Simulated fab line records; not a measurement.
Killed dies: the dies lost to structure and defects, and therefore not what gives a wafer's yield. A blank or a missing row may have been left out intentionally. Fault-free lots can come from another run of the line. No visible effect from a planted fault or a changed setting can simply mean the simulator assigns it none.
Split-lot study | flow sfq-line | route with 325 steps; 5 lots, 23 wafers read

ABOUT THE SPLIT
At SFQ_TRILAYER_M7_LITHO_PEB_180 (peb time 60 s), the setting peb-time-s was moved away from the recipe's 60 s on 8 of the 23 wafers read, by -14.9% to -5.1%. For the rest of the wafers, this setting stayed at what the recipe calls for.

FROM THE SPLIT TO THE READING: what the file shows between them, 2 steps
- SFQ_TRILAYER_M7_LITHO_DEVELOP_179: time 60 s
- SFQ_TRILAYER_M7_BARC_OPEN_METAL_ETCH_229: etches BARC in O2, target depth 125 nm, time 41.7 s

THE READING
M7.cd-nm (the simulator's own value, which no gauge read), in nm, at SFQ_TRILAYER_M7_ETCH_METAL_ETCH_180 (etches Nb in Cl2/Ar, stops on SiO2, target depth 240 nm, time 120 s). The file does not state a usual value for it. Average 497.7 nm, standard deviation 2.1 nm, over the 15 wafers here run with the recipe.

wafer  | tool, chamber at the split | peb-time-s as run, s | against the recipe | M7.cd-nm, nm | against lot-mates on the recipe
L074.1 | litho-track-01, 0          | 56.09                | -6.5%              | 505.4        | +8.3
L074.2 | litho-track-01, 0          | 56.09                | -6.5%              | 505.8        | +8.8
L074.3 | litho-track-01, 0          | 60                   | recipe             | 496.1        | -
L074.5 | litho-track-01, 0          | 56.09                | -6.5%              | 504.4        | +7.3
L074.6 | litho-track-01, 0          | 60                   | recipe             | 498          | -
L077.2 | litho-track-01, 0          | 60                   | recipe             | 496.7        | -
L077.3 | litho-track-01, 0          | 60                   | recipe             | 497.1        | -
L077.4 | litho-track-01, 0          | 60                   | recipe             | 495.5        | -
L077.5 | litho-track-01, 0          | 56.95                | -5.1%              | 502.8        | +6.4
L077.6 | litho-track-01, 0          | 56.95                | -5.1%              | 503.1        | +6.7
L081.1 | litho-track-03, 0          | 51.08                | -14.9%             | 524.8        | +24.1
L081.2 | litho-track-03, 0          | 60                   | recipe             | 500.9        | -
L081.3 | litho-track-03, 0          | 51.08                | -14.9%             | 525.1        | +24.5
L081.4 | litho-track-03, 0          | 51.08                | -14.9%             | 523.8        | +23.1
L081.5 | litho-track-03, 0          | 60                   | recipe             | 500.4        | -
L082.2 | litho-track-01, 0          | 60                   | recipe             | 499.6        | -
L082.3 | litho-track-01, 0          | 60                   | recipe             | 494.6        | -
L082.4 | litho-track-01, 0          | 60                   | recipe             | 500.1        | -
L085.1 | litho-track-04, 0          | 60                   | recipe             | 499.7        | -
L085.2 | litho-track-04, 0          | 60                   | recipe             | 496          | -
L085.3 | litho-track-04, 0          | 60                   | recipe             | 496.4        | -
L085.5 | litho-track-04, 0          | 60                   | recipe             | 499          | -
L085.6 | litho-track-04, 0          | 60                   | recipe             | 494.8        | -

THE FIT
A straight line over all 23 wafers: M7.cd-nm changes by -1.72 nm for each +1% of peb-time-s; r = -0.97; the points scatter about the line by 2.5 nm.
The same after taking each lot's own level away (the mean of its wafers on the recipe; 23 wafers): -1.56 nm for each +1%; r = -0.98; scatter 1.6 nm.
The reading moves by 23 nm for the largest change in peb-time-s, on that fit.
Measured against the standard deviation above, the lots' own levels, which go from 496.43 to 500.65 nm, span 2.0 times it.
Consequently the slope shifts little with the lot-to-lot level, the two slopes agreeing.
Check: +22.4 nm against its lot-mates is what the line predicts for one of the wafers moved furthest among these (-14.9%) when that wafer is left out of the fit. Against them it came out at +24.1 nm.

OTHER SPLITS APPLIED TO THESE WAFERS
Before the reading, these wafers also passed through other splits. Each is held against what the fit with the lots' levels taken away leaves over:
other split on the same wafers                      | wafers away from the commonest value | r with M7.cd-nm (lot level and that fit taken away)
SFQ_TRILAYER_I6_VIA_BARC_OPEN_VIA_ETCH_235 source-w | 9                                    | +0.08
SFQ_TRILAYER_M7_DEP_SPUTTER_175 time-s              | 5                                    | -0.33

THE WHOLE CHAIN: every reading that the file lists as answering this split, in the file's order
step                                     | what it does                                                        | reading                                                   | change (the file's fit)              | r (the file's)
SFQ_TRILAYER_M7_BARC_OPEN_METAL_ETCH_229 | etches BARC in O2, target depth 125 nm, time 41.7 s                 | M7.cd-nm (the simulator's own value, which no gauge read) | -1.57 nm for each +1% of the setting | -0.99
SFQ_TRILAYER_M7_ETCH_METAL_ETCH_180      | etches Nb in Cl2/Ar, stops on SiO2, target depth 240 nm, time 120 s | M7.cd-nm (the simulator's own value, which no gauge read) | -1.53 nm for each +1% of the setting | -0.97

FILE'S OWN FIT
M7.cd-nm changes by -1.53 nm for each +1% of peb-time-s, r = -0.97.
